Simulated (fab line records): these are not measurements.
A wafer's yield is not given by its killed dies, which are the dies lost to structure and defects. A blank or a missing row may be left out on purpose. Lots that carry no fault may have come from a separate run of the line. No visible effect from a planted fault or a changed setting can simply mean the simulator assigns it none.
Problem report, 8D (eight disciplines) form, completed by code | flow gf180mcu | the parts of the form that need people (team, actions taken, sign-off) are left out

== 1. WHAT IS WRONG ==
Mean of stripTimeToEndpointS at GF_M1_STRIP_17: 6.71 s across 6 wafers in 2 lots; on wafers with no fault it is 7.88 s (standard deviation 0.048). That is -24 standard deviations from the usual mean.
The step: strips in O2/N2.
Seen first at day 24 03:13 on plasmaAsher-03, wafer L803.2. Wafers with a number at this step in the record: 39, from 13 lots. Rule for "out" (also "out of limits"): further than 4 standard deviations from the usual mean. The other wafers with a number count as sound.

== 2. WHAT IT IS; WHAT IT IS NOT ==
question                    | is                     | is not
which readings at this step | stripTimeToEndpointS   | drypumpMotorCurrentA, heaterPowerW, oesProductAu
which lots                  | L803, L805             | L783, L784, L785, L786, L787, L789, L792, L795, L796, L797, L806
which wafers of those lots  | all that have a number | -
read on which tools         | plasmaAsher-03         | plasmaAsher-01, plasmaAsher-04
when                        | from day 24 03:13      | up to then (30 sound wafers); but 3 sound wafers of L806 came after

== 3. WHAT RULES OUT EACH SUSPECT ==
Counting: a tool at any process step up to the reading remains a suspect when it ran all the lots that are out and ran no sound lot after the first of those.
- plasmaAsher-03 at GF_M1_STRIP_17 (strips in O2/N2): kept. All lots that are out passed through it, beginning with L803 at day 24 03:13, and no sound lot followed; its final sound lot before that point was L797 at day 22 09:33. Out on those wafers are its own readings of stripTimeToEndpointS.
Left after counting: plasmaAsher-03 at GF_M1_STRIP_17.

== 4. THE CAUSE (what the simulator had put in) ==
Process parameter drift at GF_M1_STRIP_17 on plasmaAsher-03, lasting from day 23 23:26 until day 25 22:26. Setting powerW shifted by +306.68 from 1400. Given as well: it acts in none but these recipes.
After counting, this tool was the only one left.

== 5. THE EFFECT CHAIN, in route order ==
Each row: a reading where the mean over the struck wafers with a number is more than 3 standard deviations away from the usual. Only readings whose record carries a usual standard deviation are examined. hours: median over the lots of the time between each lot's start at the first step of this table that gives one and its start at this step. sigmas: the change, counted in usual standard deviations.
hours | step           | reading              | usual  | on struck wafers | change | sigmas
0     | GF_M1_STRIP_17 | stripTimeToEndpointS | 7.88 s | 6.71             | -1.17  | -24
The process steps in it:
- GF_M1_STRIP_17: strips in O2/N2.

== 6. WHAT WOULD HAVE CAUGHT IT SOONER ==
4 hours passed between the start of the fault at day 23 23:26 and the first reading out of limits in this record, taken at day 24 03:13.
